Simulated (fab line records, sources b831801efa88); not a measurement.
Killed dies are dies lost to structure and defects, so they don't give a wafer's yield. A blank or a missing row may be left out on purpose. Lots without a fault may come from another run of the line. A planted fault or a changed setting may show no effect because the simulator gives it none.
Problem report in the 8D (eight disciplines) form, filled by code | flow gf180mcu | the parts of the form that need people (team, actions taken, sign-off) are left out

1. THE PROBLEM
PASSIVATION_CVD_02_THK at GF_PASSIVATION_THK_MEAS_03 reads a mean of 849 nm on 3 wafers of 2 lots; wafers without a fault read 704 nm with a standard deviation of 9.9. That is +15 standard deviations from the usual mean.
First seen on wafer L834.3, day 34 13:44, on film_metro-02. The record holds 36 wafers of 12 lots with a number at this step. Rule for "out", or "out of limits": more than 4 standard deviations from the usual mean. The other wafers with a number count as sound.

2. WHAT IT IS AND WHAT IT IS NOT
question                    | is                           | is not
which readings at this step | PASSIVATION_CVD_02_THK       | -
which lots                  | L834, L835                   | L814, L816, L817, L818, L820, L822, L823, L825, L826, L828
which wafers of those lots  | L834.3, L834.6, L835.2       | L834.2, L835.1, L835.3
read on which gauges        | film_metro-01, film_metro-02 | film_metro-03
when                        | from day 34 13:44            | up to then (31 sound wafers); but 2 sound wafers of L835 came after

3. SUSPECTS, AND WHAT RULES EACH OUT
Counting: a tool at a process step up to the reading stays a suspect if it ran every lot that is out. Sound lots after the first of them don't rule it out here, since some wafers of a struck lot are sound.
- the gauge at GF_PASSIVATION_THK_MEAS_03: ruled out. The wafers that are out were read on 2 gauges (film_metro-01, film_metro-02).
- pecvd-01 at GF_PASSIVATION_CVD_02 (deposits Si3N4, target thk 700 nm, time 486.18 s): kept. It ran every lot that is out, first L834 (day 34 13:26); its last sound lot up to then is L826 (day 32 11:26).
- Within pecvd-01 at GF_PASSIVATION_CVD_02: the wafers that are out ran in chamber 0; their sound lot-mates ran in chambers 1, 2.
Left after counting: pecvd-01 at GF_PASSIVATION_CVD_02.

4. THE CAUSE (what the simulator had put in)
Process parameter drift: pecvd-01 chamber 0, from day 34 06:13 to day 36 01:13, at GF_PASSIVATION_CVD_02. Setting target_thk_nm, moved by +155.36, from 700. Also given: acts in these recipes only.
Counting left only this tool.

5. THE CHAIN OF EFFECTS, in route order
Each row: a reading whose mean over the struck wafers that have a number lies more than 3 standard deviations from the usual. Only readings for which the record gives a usual standard deviation are gone through. hours: the time from each lot's start at the first step in this table that gives one to its start at this step, as a median over the lots. sigmas: the change in usual standard deviations.
hours | step                       | reading                | usual      | on struck wafers | change | sigmas
0     | GF_PASSIVATION_THK_MEAS_03 | PASSIVATION_CVD_02_THK | 704 nm     | 849              | +145   | +15
14    | GF_PASSIVATION_ETCH_11     | oes_product_au         | 0.963 a.u. | 0.993            | +0.030 | +3.7
The process steps in it:
- GF_PASSIVATION_ETCH_11: etches the open film in CF4/O2, stops on TiN, target depth 1800 nm, time 400 s.

6. WHAT WOULD HAVE CAUGHT IT SOONER
In this record the first reading out of limits at a measuring or inspecting step was taken at day 34 13:44, 8 hours after the fault began at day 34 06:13.
Of the tool readings at GF_PASSIVATION_CVD_02 for which the record gives a usual standard deviation, none was out on any struck wafer, so an alarm limit of 4 standard deviations on them would not have fired.
Of the lots that are out (2), L835 began GF_PASSIVATION_CVD_02 on pecvd-01 after day 34 13:44. A hold on the tool at that time would have spared it.
